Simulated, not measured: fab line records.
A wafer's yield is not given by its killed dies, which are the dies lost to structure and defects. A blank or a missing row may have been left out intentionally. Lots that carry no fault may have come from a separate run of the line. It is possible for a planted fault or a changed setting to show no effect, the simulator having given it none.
Split-lot study / flow sfqLine / on a route of 325 steps: 5 lots, 23 wafers read

## THE SPLIT ITSELF
At SFQ_TRILAYER_JJ_TRILAYER_DEP_SPUTTER_109 (material Nb, target thk 150 nm, time 100 s), the setting powerW was moved away from the recipe's 2000 W on 12 of the 23 wafers read, by -11.9% to +7.0%. For the rest of the wafers, this setting stayed at what the recipe calls for.

## FROM THE SPLIT TO THE READING: what the file shows between them, 3 steps
- SFQ_TRILAYER_JJ_CE_LITHO_COAT_114: resist thk 600 nm (also split here: resistThkNm)
- SFQ_TRILAYER_JJ_CE_BARC_OPEN_RIE_150: chemistry O2, target BARC, target depth 240 nm, time 80 s (also split here: pressureMtorr)
- SFQ_TRILAYER_JJ_CE_ETCH_RIE_118: chemistry SF6, target Nb, stops on Al2O3, time 97.7 s, target depth 170 nm

## THE READING
oesProductAu, in a.u., at SFQ_TRILAYER_M5_ETCH_METAL_ETCH_126 (etches Nb in Cl2/BCl3, stops on SiO2, time 203.2 s, target depth 265 nm). Typical for fault-free wafers on this fab line: 0.728 a.u., with standard deviation 0.0064 a.u.

wafer=L074.1; tool, chamber at the split=pvdSputter-04, -; powerW as run, W=2115; against the recipe=+5.8%; oesProductAu, a.u.=0.747; against lot-mates on the recipe=+0.023
wafer=L074.2; tool, chamber at the split=pvdSputter-04, -; powerW as run, W=2115; against the recipe=+5.8%; oesProductAu, a.u.=0.746; against lot-mates on the recipe=+0.022
wafer=L074.3; tool, chamber at the split=pvdSputter-04, -; powerW as run, W=2115; against the recipe=+5.8%; oesProductAu, a.u.=0.736; against lot-mates on the recipe=+0.012
wafer=L074.5; tool, chamber at the split=pvdSputter-04, -; powerW as run, W=2000; against the recipe=recipe; oesProductAu, a.u.=0.730; against lot-mates on the recipe=-
wafer=L074.6; tool, chamber at the split=pvdSputter-04, -; powerW as run, W=2000; against the recipe=recipe; oesProductAu, a.u.=0.719; against lot-mates on the recipe=-
wafer=L077.2; tool, chamber at the split=pvdSputter-06, -; powerW as run, W=1762; against the recipe=-11.9%; oesProductAu, a.u.=0.689; against lot-mates on the recipe=-0.039
wafer=L077.3; tool, chamber at the split=pvdSputter-06, -; powerW as run, W=2000; against the recipe=recipe; oesProductAu, a.u.=0.716; against lot-mates on the recipe=-
wafer=L077.4; tool, chamber at the split=pvdSputter-06, -; powerW as run, W=1762; against the recipe=-11.9%; oesProductAu, a.u.=0.687; against lot-mates on the recipe=-0.041
wafer=L077.5; tool, chamber at the split=pvdSputter-06, -; powerW as run, W=2000; against the recipe=recipe; oesProductAu, a.u.=0.740; against lot-mates on the recipe=-
wafer=L077.6; tool, chamber at the split=pvdSputter-06, -; powerW as run, W=1762; against the recipe=-11.9%; oesProductAu, a.u.=0.690; against lot-mates on the recipe=-0.038
wafer=L081.1; tool, chamber at the split=pvdSputter-04, -; powerW as run, W=2000; against the recipe=recipe; oesProductAu, a.u.=0.732; against lot-mates on the recipe=-
wafer=L081.2; tool, chamber at the split=pvdSputter-04, -; powerW as run, W=1773; against the recipe=-11.4%; oesProductAu, a.u.=0.693; against lot-mates on the recipe=-0.037
wafer=L081.3; tool, chamber at the split=pvdSputter-04, -; powerW as run, W=1773; against the recipe=-11.4%; oesProductAu, a.u.=0.685; against lot-mates on the recipe=-0.045
wafer=L081.4; tool, chamber at the split=pvdSputter-04, -; powerW as run, W=2000; against the recipe=recipe; oesProductAu, a.u.=0.728; against lot-mates on the recipe=-
wafer=L081.5; tool, chamber at the split=pvdSputter-04, -; powerW as run, W=1773; against the recipe=-11.4%; oesProductAu, a.u.=0.691; against lot-mates on the recipe=-0.039
wafer=L082.2; tool, chamber at the split=pvdSputter-03, -; powerW as run, W=2000; against the recipe=recipe; oesProductAu, a.u.=0.732; against lot-mates on the recipe=-
wafer=L082.3; tool, chamber at the split=pvdSputter-03, -; powerW as run, W=2000; against the recipe=recipe; oesProductAu, a.u.=0.729; against lot-mates on the recipe=-
wafer=L082.4; tool, chamber at the split=pvdSputter-03, -; powerW as run, W=2000; against the recipe=recipe; oesProductAu, a.u.=0.729; against lot-mates on the recipe=-
wafer=L085.1; tool, chamber at the split=pvdSputter-04, -; powerW as run, W=2140; against the recipe=+7.0%; oesProductAu, a.u.=0.748; against lot-mates on the recipe=+0.022
wafer=L085.2; tool, chamber at the split=pvdSputter-04, -; powerW as run, W=2140; against the recipe=+7.0%; oesProductAu, a.u.=0.756; against lot-mates on the recipe=+0.030
wafer=L085.3; tool, chamber at the split=pvdSputter-04, -; powerW as run, W=2000; against the recipe=recipe; oesProductAu, a.u.=0.724; against lot-mates on the recipe=-
wafer=L085.5; tool, chamber at the split=pvdSputter-04, -; powerW as run, W=2000; against the recipe=recipe; oesProductAu, a.u.=0.727; against lot-mates on the recipe=-
wafer=L085.6; tool, chamber at the split=pvdSputter-04, -; powerW as run, W=2140; against the recipe=+7.0%; oesProductAu, a.u.=0.754; against lot-mates on the recipe=+0.028

THE FIT
A straight line over all 23 wafers: oesProductAu changes by +0.00328 a.u. for each +1% of powerW; r = +0.97; the points scatter about the line by 0.0054 a.u.
The same after taking each lot's own level away (the mean of its wafers on the recipe; 23 wafers): +0.00348 a.u. for each +1%; r = +0.98; scatter 0.0052 a.u.
Per that fit: largest powerW move, reading shift of 0.041 a.u.
From 0.7245 to 0.7300 a.u.: that is the span of the lots' own levels, equal to 0.9 times the standard deviation above.
Consequently the slope shifts little with the lot-to-lot level, the two slopes agreeing.
Check: for one of the wafers moved furthest among these (-11.9%), held out of the fit, the line's prediction against its lot-mates is -0.0414 a.u. It came out at -0.039 a.u. against them.

## OTHER SPLITS ON THESE WAFERS
Note: prior to the reading, these wafers also went through further splits. Each is held against what the fit with the lots' levels taken away leaves over:
other split on the same wafers=SFQ_TRILAYER_M4_ETCH_METAL_ETCH_096 timeS; wafers away from the commonest value=10; r with oesProductAu (lot level and that fit taken away)=+0.31
other split on the same wafers=SFQ_TRILAYER_I4_VIA_LITHO_COAT_103 spinRpm; wafers away from the commonest value=6; r with oesProductAu (lot level and that fit taken away)=+0.04
other split on the same wafers=SFQ_TRILAYER_I4_VIA_BARC_OPEN_VIA_ETCH_146 biasW; wafers away from the commonest value=12; r with oesProductAu (lot level and that fit taken away)=-0.19
other split on the same wafers=SFQ_TRILAYER_JJ_CE_LITHO_COAT_114 resistThkNm; wafers away from the commonest value=10; r with oesProductAu (lot level and that fit taken away)=-0.04
other split on the same wafers=SFQ_TRILAYER_JJ_CE_BARC_OPEN_RIE_150 pressureMtorr; wafers away from the commonest value=10; r with oesProductAu (lot level and that fit taken away)=+0.15

## THE WHOLE CHAIN: every reading that the file lists as answering this split, in the file's order
step=SFQ_TRILAYER_JJ_TRILAYER_DEP_SPUTTER_109; what it does=material Nb, target thk 150 nm, time 100 s; reading=Nb_of_TRILAYER_JJ_TRILAYER_DEP_SPUTTER_109.thkNm (the simulator's own value, which no gauge read); change (the file's fit)=+1.52 nm for each +1% of the setting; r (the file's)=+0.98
step=SFQ_TRILAYER_M5_ETCH_METAL_ETCH_126; what it does=etches Nb in Cl2/BCl3, stops on SiO2, time 203.2 s, target depth 265 nm; reading=oesProductAu; change (the file's fit)=+0.00347 a.u. for each +1% of the setting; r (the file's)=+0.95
step=SFQ_TRILAYER_M5_ETCH_METAL_ETCH_126; what it does=etches Nb in Cl2/BCl3, stops on SiO2, time 203.2 s, target depth 265 nm; reading=M5.featureDepthNm (the simulator's own value, which no gauge read); change (the file's fit)=+1.51 nm for each +1% of the setting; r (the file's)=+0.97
step=SFQ_TRILAYER_M5_ETCH_METAL_ETCH_126; what it does=etches Nb in Cl2/BCl3, stops on SiO2, time 203.2 s, target depth 265 nm; reading=etch.depthNm (the simulator's own value, which no gauge read); change (the file's fit)=+1.43 nm for each +1% of the setting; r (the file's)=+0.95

## FILE'S OWN FIT
oesProductAu changes by +0.00347 a.u. for each +1% of powerW, r = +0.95.
